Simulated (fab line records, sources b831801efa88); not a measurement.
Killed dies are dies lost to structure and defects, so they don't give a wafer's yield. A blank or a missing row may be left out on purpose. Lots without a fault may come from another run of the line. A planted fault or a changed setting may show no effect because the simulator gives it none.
Chamber matching | flow sfq_line | SFQ_TRILAYER_I0_CMP_CMP_028 on cmp-02: 4 sister chambers
The step polishes SiO2. 19 wafers are shown with their chamber, then 9 later ones without.

WAFERS WITH THEIR CHAMBER
wafer  | chamber | motor_current_A (A) | time_to_endpoint_s (s) | platen_rpm (rpm)
L783.4 | 0       | 11.2                | 210                    | 60.01
L783.3 | 2       | 9.6                 | 222                    | 59.96
L783.5 | 3       | 7.9                 | 214                    | 59.92
L784.4 | 3       | 7.6                 | 223                    | 60.00
L784.3 | 1       | 10.5                | 218                    | 60.03
L784.6 | 3       | 8.0                 | 226                    | 59.98
L785.1 | 3       | 7.8                 | 215                    | 60.00
L785.2 | 2       | 10.3                | 217                    | 60.00
L785.4 | 1       | 10.9                | 221                    | 59.93
L787.5 | 0       | 10.9                | 212                    | 59.97
L787.6 | 3       | 7.7                 | 219                    | 59.99
L788.2 | 0       | 11.1                | 210                    | 59.99
L788.5 | 2       | 10.1                | 227                    | 59.96
L799.1 | 2       | 10.1                | 212                    | 60.03
L799.4 | 1       | 11.4                | 205                    | 60.01
L799.5 | 2       | 9.8                 | 215                    | 60.05
L800.1 | 2       | 9.9                 | 213                    | 59.92
L800.2 | 1       | 11.2                | 212                    | 60.05
L800.4 | 0       | 11.0                | 209                    | 59.97

SIGNATURES (means of the wafers above)
reading            | chamber 0 | chamber 1 | chamber 2 | chamber 3 | scatter within a chamber
motor_current_A    | 11.050    | 11.000    | 9.967     | 7.800     | 0.248
time_to_endpoint_s | 210.25    | 214.00    | 217.67    | 219.40    | 5.34
platen_rpm         | 59.9850   | 60.0050   | 59.9867   | 59.9780   | 0.0415
Rule: a wafer's distance from a chamber is the root of the sum, over the readings, of the square of ((its reading less the chamber's mean) divided by the reading's scatter). The wafer belongs to the nearest chamber; if the next one is less than 2 further off, it can't be placed. The scatter: the root of (the sum of the squares of (reading less its chamber's mean) over the shown wafers, divided by (wafers less chambers)).

WAFERS WITHOUT THEIR CHAMBER
wafer  | motor_current_A (A) | time_to_endpoint_s (s) | platen_rpm (rpm)
L801.3 | 7.7                 | 211                    | 60.02
L801.2 | 9.8                 | 213                    | 60.09
L801.5 | 7.4                 | 217                    | 60.05
L804.3 | 11.2                | 214                    | 60.00
L804.5 | 7.8                 | 220                    | 60.00
L804.6 | 9.7                 | 221                    | 60.02
L805.2 | 10.2                | 215                    | 60.01
L805.3 | 7.9                 | 219                    | 59.99
L805.6 | 9.9                 | 225                    | 60.00

WHICH CHAMBER EACH WENT THROUGH
wafer  | from the rows above     | in truth
L801.3 | 3                       | 3
L801.2 | 2                       | 2
L801.5 | 3                       | 3
L804.3 | can't be placed: 1 or 0 | 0
L804.5 | 3                       | 3
L804.6 | 2                       | 2
L805.2 | 2                       | 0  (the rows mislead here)
L805.3 | 3                       | 3
L805.6 | 2                       | 2
Placed correctly: 7 of 9. Can't be placed from these rows: 1 (the true chamber is among the candidates in 1). Placed wrongly: 1.
